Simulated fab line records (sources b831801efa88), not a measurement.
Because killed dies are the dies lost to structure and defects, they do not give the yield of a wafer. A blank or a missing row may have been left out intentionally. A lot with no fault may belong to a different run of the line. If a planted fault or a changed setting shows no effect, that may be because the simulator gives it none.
Which tool did it? || flow gf180mcu || 39 wafers from 13 lots sampled at 4 of the route's 602 steps

## WHAT EACH GAUGE READ, for each wafer
GF_V1_THK_MEAS_25: measures by xrf. Usual: V1_W_THK 365 nm, standard deviation 4.8.
{"lot": "L933", "measured": "day 18 03:44", "on": "filmMetro-02", "V1_W_THK (nm)": "361 367 365", "flag": ""}
{"lot": "L934", "measured": "day 18 14:01", "on": "filmMetro-03", "V1_W_THK (nm)": "369 370 370", "flag": ""}
{"lot": "L935", "measured": "day 19 01:54", "on": "filmMetro-02", "V1_W_THK (nm)": "362 366 357", "flag": ""}
{"lot": "L938", "measured": "day 20 06:43", "on": "filmMetro-01", "V1_W_THK (nm)": "366 370 366", "flag": ""}
{"lot": "L942", "measured": "day 22 17:25", "on": "filmMetro-01", "V1_W_THK (nm)": "363 360 363", "flag": ""}
{"lot": "L943", "measured": "day 23 02:39", "on": "filmMetro-02", "V1_W_THK (nm)": "369 374 367", "flag": ""}
{"lot": "L945", "measured": "day 23 07:13", "on": "filmMetro-02", "V1_W_THK (nm)": "370 371 374", "flag": ""}
{"lot": "L946", "measured": "day 24 07:38", "on": "filmMetro-01", "V1_W_THK (nm)": "371 368 363", "flag": ""}
{"lot": "L947", "measured": "day 24 01:40", "on": "filmMetro-02", "V1_W_THK (nm)": "370 362 364", "flag": ""}
{"lot": "L948", "measured": "day 24 14:46", "on": "filmMetro-01", "V1_W_THK (nm)": "362 360 372", "flag": ""}
{"lot": "L952", "measured": "day 25 01:59", "on": "filmMetro-01", "V1_W_THK (nm)": "359 359 358", "flag": ""}
{"lot": "L953", "measured": "day 25 16:08", "on": "filmMetro-02", "V1_W_THK (nm)": "376 374 370", "flag": ""}
{"lot": "L954", "measured": "day 25 21:43", "on": "filmMetro-01", "V1_W_THK (nm)": "355 359 364", "flag": ""}

## WHICH TOOL RAN EACH LOT (tool, then ch and the chambers of the sampled wafers, then the start)
{"lot": "L933", "GF_STI_WET_ETCH_26": "wetBench-04 ch 3, day 2 09:15", "GF_POLY_GATE_ETCH_13": "rieSi-01 ch 0,1,3, day 9 07:29", "GF_HV_LDD_STRIP_10": "plasmaAsher-02 ch 0,1, day 10 02:41"}
{"lot": "L934", "GF_STI_WET_ETCH_26": "wetBench-04 ch 3, day 2 14:01", "GF_POLY_GATE_ETCH_13": "rieSi-01 ch 0,1,2, day 9 14:36", "GF_HV_LDD_STRIP_10": "plasmaAsher-04 ch 0,1, day 10 09:38"}
{"lot": "L935", "GF_STI_WET_ETCH_26": "wetBench-03 ch 2, day 2 19:24", "GF_POLY_GATE_ETCH_13": "rieSi-02 ch 0,2,3, day 9 20:05", "GF_HV_LDD_STRIP_10": "plasmaAsher-04 ch 0,1, day 10 16:50"}
{"lot": "L938", "GF_STI_WET_ETCH_26": "wetBench-03 ch 1, day 3 10:32", "GF_POLY_GATE_ETCH_13": "rieSi-01 ch 1,3, day 10 21:38", "GF_HV_LDD_STRIP_10": "plasmaAsher-04 ch 0, day 11 17:37"}
{"lot": "L942", "GF_STI_WET_ETCH_26": "wetBench-02 ch 1, day 4 08:29", "GF_POLY_GATE_ETCH_13": "rieSi-02 ch 0,2,3, day 12 15:56", "GF_HV_LDD_STRIP_10": "plasmaAsher-02 ch 0,1, day 13 16:11"}
{"lot": "L943", "GF_STI_WET_ETCH_26": "wetBench-02 ch 3, day 5 01:48", "GF_POLY_GATE_ETCH_13": "rieSi-01 ch 0,3, day 13 04:32", "GF_HV_LDD_STRIP_10": "plasmaAsher-01 ch 0,1, day 14 02:49"}
{"lot": "L945", "GF_STI_WET_ETCH_26": "wetBench-02 ch 1, day 5 02:06", "GF_POLY_GATE_ETCH_13": "rieSi-01 ch 0,1,2, day 13 06:29", "GF_HV_LDD_STRIP_10": "plasmaAsher-04 ch 1, day 14 05:04"}
{"lot": "L946", "GF_STI_WET_ETCH_26": "wetBench-04 ch 0, day 5 17:12", "GF_POLY_GATE_ETCH_13": "rieSi-02 ch 0,3, day 14 03:09", "GF_HV_LDD_STRIP_10": "plasmaAsher-01 ch 0,1, day 15 03:28"}
{"lot": "L947", "GF_STI_WET_ETCH_26": "wetBench-02 ch 1, day 5 17:16", "GF_POLY_GATE_ETCH_13": "rieSi-02 ch 2,3, day 14 00:50", "GF_HV_LDD_STRIP_10": "plasmaAsher-02 ch 0,1, day 14 23:25"}
{"lot": "L948", "GF_STI_WET_ETCH_26": "wetBench-04 ch 1, day 5 21:19", "GF_POLY_GATE_ETCH_13": "rieSi-01 ch 0,1, day 14 11:17", "GF_HV_LDD_STRIP_10": "plasmaAsher-01 ch 0,1, day 15 10:53"}
{"lot": "L952", "GF_STI_WET_ETCH_26": "wetBench-03 ch 0, day 6 10:25", "GF_POLY_GATE_ETCH_13": "rieSi-02 ch 0,3, day 15 01:32", "GF_HV_LDD_STRIP_10": "plasmaAsher-04 ch 0,1, day 16 00:40"}
{"lot": "L953", "GF_STI_WET_ETCH_26": "wetBench-03 ch 2, day 6 18:28", "GF_POLY_GATE_ETCH_13": "rieSi-01 ch 0,3, day 15 12:34", "GF_HV_LDD_STRIP_10": "plasmaAsher-04 ch 1, day 16 12:49"}
{"lot": "L954", "GF_STI_WET_ETCH_26": "wetBench-03 ch 2, day 6 20:05", "GF_POLY_GATE_ETCH_13": "rieSi-01 ch 1,2,3, day 15 18:17", "GF_HV_LDD_STRIP_10": "plasmaAsher-01 ch 0,1, day 16 17:59"}
- GF_STI_WET_ETCH_26: etches SiO2 in dHF, target depth 94 nm, time 188 s.
- GF_POLY_GATE_ETCH_13: etches poly-Si in HBr/Cl2, stops on SiO2, target depth 198.5 nm, time 69.6 s.
- GF_HV_LDD_STRIP_10: strips in O2/N2.

## WHAT THE TOOLS THEMSELVES READ (means of the sampled wafers that have a number; where no wafer has one, the mark that the record gives instead)
GF_STI_WET_ETCH_26. Usual: runLengthS 216 s, standard deviation 3.1.
{"lot": "L933", "tool": "wetBench-04", "runLengthS (s)": 214, "flag": ""}
{"lot": "L934", "tool": "wetBench-04", "runLengthS (s)": 223, "flag": ""}
{"lot": "L935", "tool": "wetBench-03", "runLengthS (s)": 214, "flag": ""}
{"lot": "L938", "tool": "wetBench-03", "runLengthS (s)": 215, "flag": ""}
{"lot": "L942", "tool": "wetBench-02", "runLengthS (s)": 215, "flag": ""}
{"lot": "L943", "tool": "wetBench-02", "runLengthS (s)": 216, "flag": ""}
{"lot": "L945", "tool": "wetBench-02", "runLengthS (s)": 171, "flag": "OFF"}
{"lot": "L946", "tool": "wetBench-04", "runLengthS (s)": 219, "flag": ""}
{"lot": "L947", "tool": "wetBench-02", "runLengthS (s)": 171, "flag": "OFF"}
{"lot": "L948", "tool": "wetBench-04", "runLengthS (s)": 223, "flag": ""}
{"lot": "L952", "tool": "wetBench-03", "runLengthS (s)": 214, "flag": ""}
{"lot": "L953", "tool": "wetBench-03", "runLengthS (s)": 215, "flag": ""}
{"lot": "L954", "tool": "wetBench-03", "runLengthS (s)": 222, "flag": ""}

GF_POLY_GATE_ETCH_13. Usual: drypumpMotorCurrentA 5.6 A, standard deviation 0.52; oesProductAu 0.993 a.u., standard deviation 0.0062; runLengthS 97.7 s, standard deviation 0.59; throttleValvePct 33.684 %, standard deviation 0.0088.
{"lot": "L933", "tool": "rieSi-01", "drypumpMotorCurrentA (A)": 6.0, "oesProductAu (a.u.)": 0.998, "runLengthS (s)": 97.7, "throttleValvePct (%)": 33.684, "flag": ""}
{"lot": "L934", "tool": "rieSi-01", "drypumpMotorCurrentA (A)": 5.8, "oesProductAu (a.u.)": 0.996, "runLengthS (s)": 97.4, "throttleValvePct (%)": 33.690, "flag": ""}
{"lot": "L935", "tool": "rieSi-02", "drypumpMotorCurrentA (A)": 5.3, "oesProductAu (a.u.)": 0.991, "runLengthS (s)": 98.1, "throttleValvePct (%)": 33.684, "flag": ""}
{"lot": "L938", "tool": "rieSi-01", "drypumpMotorCurrentA (A)": 5.7, "oesProductAu (a.u.)": 1.000, "runLengthS (s)": 97.9, "throttleValvePct (%)": 33.690, "flag": ""}
{"lot": "L942", "tool": "rieSi-02", "drypumpMotorCurrentA (A)": 5.3, "oesProductAu (a.u.)": 0.991, "runLengthS (s)": 97.9, "throttleValvePct (%)": 33.693, "flag": ""}
{"lot": "L943", "tool": "rieSi-01", "drypumpMotorCurrentA (A)": 5.9, "oesProductAu (a.u.)": 0.997, "runLengthS (s)": 97.2, "throttleValvePct (%)": 33.678, "flag": ""}
{"lot": "L945", "tool": "rieSi-01", "drypumpMotorCurrentA (A)": 5.8, "oesProductAu (a.u.)": 0.992, "runLengthS (s)": 97.6, "throttleValvePct (%)": 33.686, "flag": ""}
{"lot": "L946", "tool": "rieSi-02", "drypumpMotorCurrentA (A)": 5.0, "oesProductAu (a.u.)": 0.987, "runLengthS (s)": 97.9, "throttleValvePct (%)": 33.690, "flag": ""}
{"lot": "L947", "tool": "rieSi-02", "drypumpMotorCurrentA (A)": 5.6, "oesProductAu (a.u.)": 0.993, "runLengthS (s)": 98.5, "throttleValvePct (%)": 33.683, "flag": ""}
{"lot": "L948", "tool": "rieSi-01", "drypumpMotorCurrentA (A)": 6.4, "oesProductAu (a.u.)": 0.989, "runLengthS (s)": 97.5, "throttleValvePct (%)": 33.676, "flag": ""}
{"lot": "L952", "tool": "rieSi-02", "drypumpMotorCurrentA (A)": 5.0, "oesProductAu (a.u.)": 0.988, "runLengthS (s)": 97.8, "throttleValvePct (%)": 33.677, "flag": ""}
{"lot": "L953", "tool": "rieSi-01", "drypumpMotorCurrentA (A)": 6.0, "oesProductAu (a.u.)": 1.001, "runLengthS (s)": 97.4, "throttleValvePct (%)": 33.685, "flag": ""}
{"lot": "L954", "tool": "rieSi-01", "drypumpMotorCurrentA (A)": 5.6, "oesProductAu (a.u.)": 0.992, "runLengthS (s)": 97.8, "throttleValvePct (%)": 33.688, "flag": ""}

GF_HV_LDD_STRIP_10. Usual: drypumpMotorCurrentA 5.52 A, standard deviation 0.15; heaterPowerW 337 W, standard deviation 19; oesProductAu 0.716 a.u., standard deviation 0.0048; stripTimeToEndpointS 12.61 s, standard deviation 0.033.
{"lot": "L933", "tool": "plasmaAsher-02", "drypumpMotorCurrentA (A)": 5.63, "heaterPowerW (W)": 343, "oesProductAu (a.u.)": 0.717, "stripTimeToEndpointS (s)": 12.64, "flag": ""}
{"lot": "L934", "tool": "plasmaAsher-04", "drypumpMotorCurrentA (A)": 5.39, "heaterPowerW (W)": 330, "oesProductAu (a.u.)": 0.720, "stripTimeToEndpointS (s)": 12.62, "flag": ""}
{"lot": "L935", "tool": "plasmaAsher-04", "drypumpMotorCurrentA (A)": 5.39, "heaterPowerW (W)": 320, "oesProductAu (a.u.)": 0.714, "stripTimeToEndpointS (s)": 12.62, "flag": ""}
{"lot": "L938", "tool": "plasmaAsher-04", "drypumpMotorCurrentA (A)": 5.27, "heaterPowerW (W)": 330, "oesProductAu (a.u.)": 0.718, "stripTimeToEndpointS (s)": 12.59, "flag": ""}
{"lot": "L942", "tool": "plasmaAsher-02", "drypumpMotorCurrentA (A)": 5.63, "heaterPowerW (W)": 342, "oesProductAu (a.u.)": 0.719, "stripTimeToEndpointS (s)": 12.60, "flag": ""}
{"lot": "L943", "tool": "plasmaAsher-01", "drypumpMotorCurrentA (A)": 5.51, "heaterPowerW (W)": 357, "oesProductAu (a.u.)": 0.719, "stripTimeToEndpointS (s)": 12.65, "flag": ""}
{"lot": "L945", "tool": "plasmaAsher-04", "drypumpMotorCurrentA (A)": 5.68, "heaterPowerW (W)": 325, "oesProductAu (a.u.)": 0.721, "stripTimeToEndpointS (s)": 12.65, "flag": ""}
{"lot": "L946", "tool": "plasmaAsher-01", "drypumpMotorCurrentA (A)": 5.48, "heaterPowerW (W)": 349, "oesProductAu (a.u.)": 0.712, "stripTimeToEndpointS (s)": 12.59, "flag": ""}
{"lot": "L947", "tool": "plasmaAsher-02", "drypumpMotorCurrentA (A)": 5.62, "heaterPowerW (W)": 338, "oesProductAu (a.u.)": 0.713, "stripTimeToEndpointS (s)": 12.58, "flag": ""}
{"lot": "L948", "tool": "plasmaAsher-01", "drypumpMotorCurrentA (A)": 5.45, "heaterPowerW (W)": 335, "oesProductAu (a.u.)": 0.716, "stripTimeToEndpointS (s)": 12.65, "flag": ""}
{"lot": "L952", "tool": "plasmaAsher-04", "drypumpMotorCurrentA (A)": 5.55, "heaterPowerW (W)": 327, "oesProductAu (a.u.)": 0.717, "stripTimeToEndpointS (s)": 12.58, "flag": ""}
{"lot": "L953", "tool": "plasmaAsher-04", "drypumpMotorCurrentA (A)": 5.69, "heaterPowerW (W)": 321, "oesProductAu (a.u.)": 0.721, "stripTimeToEndpointS (s)": 12.63, "flag": ""}
{"lot": "L954", "tool": "plasmaAsher-01", "drypumpMotorCurrentA (A)": 5.47, "heaterPowerW (W)": 358, "oesProductAu (a.u.)": 0.718, "stripTimeToEndpointS (s)": 12.62, "flag": ""}

## THE ANSWER, worked out from the rows above alone
Rule: take the mean of a lot's wafers that have a number; if it is more than 3 standard deviations from the usual mean, the lot is off. A lot without any number at a reading at which 4 lots or more have one is off too. The other lots that the step has rows for count as sound. First the gauges in route order, then the tools' own readings, where a lot's mean is used as printed above. At the first step where some lot is off, the reading lying furthest off is the one used; lots without a number count as furthest.
Off: L945, L947 (GF_STI_WET_ETCH_26, runLengthS).
A tool fits if, at that step or a process step before it, it ran every lot that is off, and no sound lot after the first of them. One candidate fits, namely wetBench-02 at GF_STI_WET_ETCH_26. A fault onset in the window from L943 (day 5 01:48, its last sound lot) to L945 (day 5 02:06, its first lot off) fits.
On the lots that are off, the tool's own readings at GF_STI_WET_ETCH_26 differ by more than 5 times the standard deviation of the sound lots' means, which bears it out; runLengthS reads 171 s there versus 217 s on the sound lots.

## WHAT THE SIMULATOR PUT IN
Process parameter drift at GF_STI_WET_ETCH_26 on wetBench-02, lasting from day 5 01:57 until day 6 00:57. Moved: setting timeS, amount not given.
Lots struck among those shown: L945, L947. The rule above found the same.
